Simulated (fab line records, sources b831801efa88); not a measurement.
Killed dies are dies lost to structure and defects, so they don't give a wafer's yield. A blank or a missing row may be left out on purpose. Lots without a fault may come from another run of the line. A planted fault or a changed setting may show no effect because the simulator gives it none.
A struck lot beside a sound one | flow sky130 | 16 steps out of a route of 708
Sound: wafers L685.2, L685.4, L685.5. Struck: wafer L694.2. (L694.4, L694.6 of the same lot were not struck and are left out.) The cause comes at the end.
At each step with rows: each side's tool, then ch and its chambers, then its first start. Under that, the readings that differ: sound wafers | struck wafers | difference of the means | sigmas: that difference in standard deviations of wafers without a fault.
alike: readings whose means differ by less than 2 such deviations, and words and numbers that are the same on both sides. not compared: withheld readings, readings that some wafer has no value for, bounds like >300 that may hide the same value, and numbers for which the record gives no deviation and whose values overlap.
The two part at a step that has a row with sigmas, a row that says differs or no value, or rows on one side only. Numbers that don't overlap but have no deviation are shown without sigmas and don't part them. A reading that every wafer of one side lacks parts them only if that side has two wafers or more.

first, 3 steps without rows for these wafers: SKY_METAL1_EXPOSE_12 (exposes mask MM1, target cd 140 nm); SKY_METAL1_PEB_13; SKY_METAL1_DEVELOP_14 (develop time 60 s).
SKY_METAL1_CD_MEAS_15: target cd 140 nm.
  sound on cd_sem-02, day 32 23:35; struck on cd_sem-02, day 36 03:35
  alike: cd_nm
SKY_METAL1_OVL_MEAS_16:
  sound on overlay-02, day 32 23:41; struck on overlay-01, day 36 03:43
  reading         | sound | struck | difference | sigmas
  METAL1_OVL (nm) | 1 1 1 | -9     | -10        | -2
SKY_METAL1_DESCUM_17: chemistry O2, time 8 s.
  sound on rie_metal-02 ch 0,1, day 32 23:43; struck on rie_metal-02 ch 0, day 36 03:45
  alike: drypump_motor_current_A, oes_product_au
  not compared: rf_hours_counter_h
SKY_METAL1_ETCH_18: etches BARC in N2/H2, stops on SiO2, time 45.9 s, target depth 60 nm.
  sound on rie_metal-02 ch 0,1, day 32 23:46; struck on rie_metal-02 ch 0, day 36 03:47
  alike: drypump_motor_current_A, oes_product_au, throttle_valve_pct
  not compared: rf_hours_counter_h
SKY_METAL1_METAL_ETCH_19: etches the open film in Cl2/BCl3, stops on SiO2, target depth 360 nm, time 78 s.
  sound on rie_metal-02 ch 0,1, day 32 23:49; struck on rie_metal-02 ch 0, day 36 03:51
  reading                | sound                | struck | difference | sigmas
  throttle_valve_pct (%) | 22.247 22.251 22.259 | 22.271 | +0.019     | +2
  alike: drypump_motor_current_A, oes_product_au
  not compared: rf_hours_counter_h
SKY_METAL1_STRIP_20: strips in O2/N2.
  sound on plasma_asher-03 ch 0, day 32 23:55; struck on plasma_asher-04 ch 1, day 36 03:56
  alike: drypump_motor_current_A, oes_product_au, strip_time_to_endpoint_s
  not compared: rf_hours_counter_h
then, 3 steps without rows for these wafers: SKY_METAL1_STRIP_21 (strips in post etch residue remover, time 1200 s); SKY_METAL1_CLEAN_22 (cleans in IPA, time 180 s); SKY_METAL1_CLEAN_23 (cleans in O3/DIW).
SKY_VIA1_HDPCVD_00: deposits SiO2, target thk 1030 nm, time 171.7 s.
  sound on hdpcvd-02 ch 0,2, day 33 00:37; struck on hdpcvd-01 ch 2, day 36 04:34
  reading                                  | sound          | struck | difference | sigmas
  model.SiO2_of_VIA1_HDPCVD_00.thk_nm (nm) | 1042 1036 1049 | 384.9  | -657.4     |
SKY_VIA1_THK_MEAS_01:
  sound on film_metro-03, day 33 00:44; struck on film_metro-04, day 36 04:41
  reading              | sound          | struck | difference | sigmas
  VIA1_HDPCVD_THK (nm) | 1042 1036 1048 | 385    | -657       | -66
SKY_VIA1_CMP_02: polishes SiO2.
  sound on cmp-02 ch 0,1, day 33 00:50; struck on cmp-01 ch 2, day 36 04:44
  reading                    | sound             | struck | difference | sigmas
  slurry_filter_dp_kPa (kPa) | 13.60 13.45 13.50 | 13.18  | -0.34      | -2
  alike: motor_current_A
-- the record jumps here: 12 days lie between the struck wafers' starts before and after (it left off in module VIA1 and takes up again in module PAD_OPEN, whose first step shown is number 708 of the route) --
SKY_PAD_OPEN_PROBE_99:
  sound on prober-01, day 46 04:44; struck on prober-02, day 48 12:07
  reading                               | sound                | struck | difference | sigmas
  model.etest.met2_comb.leak_log10_a_um | -11.97 -12.02 -12.03 | -7.149 | +4.858     |

WHERE THEY PART
First at SKY_METAL1_OVL_MEAS_16; last, within this record, at SKY_VIA1_CMP_02.

WHY: what the simulator had put in
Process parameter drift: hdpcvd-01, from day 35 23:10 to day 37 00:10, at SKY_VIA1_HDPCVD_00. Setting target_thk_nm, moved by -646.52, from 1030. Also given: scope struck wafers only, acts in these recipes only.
